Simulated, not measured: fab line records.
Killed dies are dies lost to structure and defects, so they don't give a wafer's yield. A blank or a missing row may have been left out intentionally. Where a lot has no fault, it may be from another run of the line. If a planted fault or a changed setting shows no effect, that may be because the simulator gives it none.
Chamber matching / flow sfqLine / SFQ_TRILAYER_I0_VIA_ETCH_VIA_ETCH_034 on rieDiel-02: 4 sister chambers
The step etches SiO2 in CHF3, stops on Nb, target depth 260 nm. 16 wafers are shown with their chamber, then 8 later ones without.

== EACH WAFER AND ITS CHAMBER ==
wafer=L081.1; chamber=2; drypumpMotorCurrentA (A)=6.3; oesProductAu (a.u.)=0.856
wafer=L081.5; chamber=3; drypumpMotorCurrentA (A)=5.2; oesProductAu (a.u.)=0.848
wafer=L081.6; chamber=0; drypumpMotorCurrentA (A)=5.7; oesProductAu (a.u.)=0.857
wafer=L082.1; chamber=2; drypumpMotorCurrentA (A)=6.3; oesProductAu (a.u.)=0.846
wafer=L082.3; chamber=0; drypumpMotorCurrentA (A)=5.6; oesProductAu (a.u.)=0.855
wafer=L082.4; chamber=3; drypumpMotorCurrentA (A)=5.2; oesProductAu (a.u.)=0.853
wafer=L087.1; chamber=0; drypumpMotorCurrentA (A)=5.6; oesProductAu (a.u.)=0.848
wafer=L087.3; chamber=1; drypumpMotorCurrentA (A)=5.4; oesProductAu (a.u.)=0.852
wafer=L087.5; chamber=1; drypumpMotorCurrentA (A)=5.5; oesProductAu (a.u.)=0.852
wafer=L089.1; chamber=1; drypumpMotorCurrentA (A)=5.5; oesProductAu (a.u.)=0.859
wafer=L089.3; chamber=2; drypumpMotorCurrentA (A)=6.3; oesProductAu (a.u.)=0.855
wafer=L089.5; chamber=2; drypumpMotorCurrentA (A)=6.3; oesProductAu (a.u.)=0.852
wafer=L091.3; chamber=1; drypumpMotorCurrentA (A)=5.5; oesProductAu (a.u.)=0.850
wafer=L091.4; chamber=0; drypumpMotorCurrentA (A)=5.7; oesProductAu (a.u.)=0.852
wafer=L091.6; chamber=1; drypumpMotorCurrentA (A)=5.5; oesProductAu (a.u.)=0.852
wafer=L096.1; chamber=2; drypumpMotorCurrentA (A)=6.3; oesProductAu (a.u.)=0.849

SIGNATURES, as means of the wafers listed above
reading=drypumpMotorCurrentA; chamber 0=5.650; chamber 1=5.480; chamber 2=6.300; chamber 3=5.200; scatter within a chamber=0.0387
reading=oesProductAu; chamber 0=0.85300; chamber 1=0.85300; chamber 2=0.85160; chamber 3=0.85050; scatter within a chamber=0.00383
Rule: for each reading, subtract the chamber's mean from the wafer's reading, divide by that reading's scatter and square the result; add these up over the readings and take the root, which gives the wafer's distance from the chamber. If the next closest chamber is less than 2 further off than the closest, the wafer can't be placed; otherwise it belongs to the closest. The scatter: take each reading less its chamber's mean, square it, sum over the shown wafers, divide by the number of wafers less the number of chambers, and take the root.

== WAFERS WHOSE CHAMBER IS MISSING ==
wafer=L096.2; drypumpMotorCurrentA (A)=5.5; oesProductAu (a.u.)=0.853
wafer=L096.3; drypumpMotorCurrentA (A)=5.2; oesProductAu (a.u.)=0.851
wafer=L096.4; drypumpMotorCurrentA (A)=5.6; oesProductAu (a.u.)=0.851
wafer=L096.5; drypumpMotorCurrentA (A)=5.5; oesProductAu (a.u.)=0.852
wafer=L096.6; drypumpMotorCurrentA (A)=6.3; oesProductAu (a.u.)=0.855
wafer=L097.2; drypumpMotorCurrentA (A)=5.2; oesProductAu (a.u.)=0.848
wafer=L097.3; drypumpMotorCurrentA (A)=5.6; oesProductAu (a.u.)=0.853
wafer=L097.6; drypumpMotorCurrentA (A)=5.6; oesProductAu (a.u.)=0.857

== CHAMBER TAKEN BY EACH ==
wafer=L096.2; from the rows above=1; in truth=1
wafer=L096.3; from the rows above=3; in truth=3
wafer=L096.4; from the rows above=can't be placed: 0 or 1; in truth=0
wafer=L096.5; from the rows above=1; in truth=1
wafer=L096.6; from the rows above=2; in truth=2
wafer=L097.2; from the rows above=3; in truth=3
wafer=L097.3; from the rows above=can't be placed: 0 or 1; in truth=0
wafer=L097.6; from the rows above=can't be placed: 0 or 1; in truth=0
5 of 8 placed correctly. Can't be placed from these rows: 3 (the true chamber is among the candidates in 3). Placed wrongly: 0.
